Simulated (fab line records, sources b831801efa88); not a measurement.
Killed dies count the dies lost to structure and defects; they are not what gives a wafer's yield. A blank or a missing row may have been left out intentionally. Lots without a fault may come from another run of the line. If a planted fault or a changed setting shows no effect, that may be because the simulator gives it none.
8D (eight disciplines) problem report, filled in by code ; flow sky130 ; the parts of the form that need people (team, actions taken, sign-off) are left out

== 1. WHAT IS WRONG ==
Mean CAP2M_TIN_RS at SKY_CAP2M_RS_MEAS_03: 10.94 ohm/sq over 2 wafers in 2 lots; fault-free wafers: 6.97 ohm/sq, standard deviation 0.098. Relative to the usual mean, that is a shift of +41 standard deviations.
The step: measures by four-point-probe.
Earliest sighting: wafer L788.1 on film-metro-03 at day 43 20:34. Wafers with a number at this step in the record: 30, from 10 lots. Rule for "out", or "out of limits": more than 4 standard deviations from the usual mean. All remaining wafers that have a number are taken as sound.

== 2. WHAT THIS IS AND IS NOT ==
question;is;is not
which readings at this step;CAP2M_TIN_RS;-
which lots;L788, L792;L773, L776, L777, L779, L780, L782, L795, L796
which wafers of those lots;L788.1, L792.1;L788.2, L788.5, L792.3, L792.4
read on which gauges;film-metro-03;film-metro-01
when;from day 43 20:34;"up to then (20 sound wafers); but 8 sound wafers of L792, L795, L796 came after"

== 3. SUSPECTS, AND WHAT RULES EACH OUT ==
Counting: a tool at a process step up to the reading stays a suspect if it ran every lot that is out. Sound lots after the first of them don't rule it out here, since some wafers of a struck lot are sound.
- the gauge at SKY_CAP2M_RS_MEAS_03 is ruled out. All the wafers that are out were read on film-metro-03, but those of them that SKY_CAP2M_METAL_ETCH_13 has rows for are out there too, on other tools.
- rie-diel-03 at SKY_POLY_GATE_ETCH_15 (etches BARC in N2/H2, stops on SiO2, time 118.5 s, target depth 110 nm): kept. Every lot that is out went through it, the first being L788 (day 21 18:36); the last sound lot it ran before that was L780 (day 18 22:47).
- pvd-sputter-03 at SKY_CAP2M_SPUTTER_02 (material TiN, target thk 200 nm, time 166.7 s): kept. Every lot that is out went through it, the first being L788 (day 43 20:27); the last sound lot it ran before that was L777 (day 40 20:30).
- At SKY_POLY_GATE_ETCH_15, inside rie-diel-03: chamber 2 took the wafers that are out, while their sound lot-mates went through chambers 0, 1, 3.
The count leaves pvd-sputter-03 at SKY_CAP2M_SPUTTER_02 and rie-diel-03 at SKY_POLY_GATE_ETCH_15.

== 4. THE CAUSE (what the simulator had put in) ==
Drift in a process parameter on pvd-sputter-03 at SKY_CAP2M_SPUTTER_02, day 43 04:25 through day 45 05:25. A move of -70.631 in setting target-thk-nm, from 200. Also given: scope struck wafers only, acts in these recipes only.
Counting leaves 2 suspects; this tool is one of them.

== 5. SEQUENCE OF EFFECTS, ordered by route ==
One row per reading whose mean, taken over the struck wafers that have a number, lies over 3 standard deviations from the usual. Readings are gone through only where the record gives a usual standard deviation; hours: the median, over the lots, of the time from a lot's start at the first step in this table giving one to that lot's start at this step; sigmas: the change measured in usual standard deviations.
hours;step;reading;usual;on struck wafers;change;sigmas
0;SKY_CAP2M_RS_MEAS_03;CAP2M_TIN_RS;6.97 ohm/sq;10.94;+3.97;+41
0;SKY_CAP2M_THK_MEAS_04;CAP2M_TIN_THK;197.8 nm;127.3;-70.5;-27
21;SKY_CAP2M_METAL_ETCH_13;oes-product-au;0.937 a.u.;0.738;-0.199;-22
21;SKY_CAP2M_METAL_ETCH_13;throttle-valve-pct;21.904 %;22.019;+0.115;+10
Here are the process steps it includes:
- SKY_CAP2M_METAL_ETCH_13: etches TiN in Cl2/BCl3, stops on SiO2, target depth 220 nm, time 62.9 s.

== 6. HOW IT WOULD HAVE BEEN CAUGHT EARLIER ==
16 hours passed between the start of the fault at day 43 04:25 and the first reading out of limits at a measuring or inspecting step in this record, taken at day 43 20:34.
An alarm limit of 4 standard deviations would not have fired on the tool readings at SKY_CAP2M_SPUTTER_02 for which the record gives a usual standard deviation, since none of them was out on any struck wafer.
Among the 2 lots that are out, L792 began SKY_CAP2M_SPUTTER_02 on pvd-sputter-03 after day 43 20:34. Had the tool been put on hold then, it would have been spared.
